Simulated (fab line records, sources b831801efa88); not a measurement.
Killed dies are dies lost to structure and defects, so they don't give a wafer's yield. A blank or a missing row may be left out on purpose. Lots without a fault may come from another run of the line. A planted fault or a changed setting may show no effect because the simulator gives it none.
One fault seen from 2 desks | flow sky130 | each desk has only its own numbers; what lay behind them comes last

THE METROLOGY DESK
What the gauges read, lot by lot, whatever tool the lot ran on: means of the sampled wafers that have a number. A lot is out of limits, marked OUT, if its mean lies more than 4 standard deviations from the usual mean; the brackets give that distance.
Columns: A = VIA3_OVL at SKY_VIA3_OVL_MEAS_13, usual 3 nm; B = VIA3_W_THK at SKY_VIA3_THK_MEAS_23, usual 385 nm
lot  | first seen here | A  | B
L209 | day 39 23:42    | 6  | 381
L212 | day 40 16:44    | 2  | 393
L213 | day 41 03:26    | 3  | 382
L216 | day 42 05:20    | 5  | 384
L214 | day 42 06:38    | 2  | 378
L218 | day 42 13:43    | -1 | 387
L219 | day 42 17:26    | 5  | 380
L221 | day 43 06:02    | 4  | 386
L222 | day 43 10:15    | 3  | 383
L223 | day 43 18:20    | 6  | 385
L224 | day 44 08:24    | 3  | 378
L231 | day 47 00:26    | 5  | 389
This desk's finding: nothing out of limits on any of the 12 lots.

THE TOOL OWNER'S DESK: rie_metal-01
The tool's own readings at SKY_CAP2M_METAL_ETCH_13 (etches TiN in Cl2/BCl3, stops on SiO2, target depth 220 nm, time 62.9 s): means of the sampled wafers that have a number, for each lot that ran on this tool. A lot is out of limits, marked OUT, if its mean lies more than 4 standard deviations from the usual mean; the brackets give that distance.
Columns: A = chamber_pressure_mTorr at SKY_CAP2M_METAL_ETCH_13, usual 10.000 mTorr; B = drypump_motor_current_A at SKY_CAP2M_METAL_ETCH_13, usual 5.5 A; C = oes_product_au at SKY_CAP2M_METAL_ETCH_13, usual 0.941 a.u.; D = throttle_valve_pct at SKY_CAP2M_METAL_ETCH_13, usual 21.903 %
lot  | first seen here | A                        | B   | C     | D
L212 | day 41 14:47    | 10.002                   | 5.6 | 0.943 | 21.912
L214 | day 43 06:39    | 10.006                   | 5.8 | 0.938 | 21.906
L221 | day 44 06:28    | 10.003                   | 5.8 | 0.942 | 21.905
L222 | day 44 11:07    | 12.002 (+99 or more) OUT | 5.8 | 0.941 | 21.901
L223 | day 44 18:04    | 12.002 (+99 or more) OUT | 6.0 | 0.951 | 21.897
This desk's finding: out of limits on L222, L223; first on L222, day 44 11:07 (chamber_pressure_mTorr at SKY_CAP2M_METAL_ETCH_13). In limits: L212, L214, L221.

PUT TOGETHER
The tool owner's desk could have raised an alarm at day 44 11:07, on L222, L223.
The metrology desk saw nothing out of limits.
The metrology desk has L222, L223 on record, within its limits.
Of the lots named, all ran SKY_CAP2M_METAL_ETCH_13 on rie_metal-01.

WHAT THE SIMULATOR HAD PUT IN
Process parameter drift: rie_metal-01, from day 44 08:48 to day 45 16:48, at SKY_CAP2M_METAL_ETCH_13. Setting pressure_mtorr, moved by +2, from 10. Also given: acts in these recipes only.
Lots struck among those shown: L222, L223.
Hours from the fault's start to each desk's first reading out of limits: the tool owner's desk, 2.
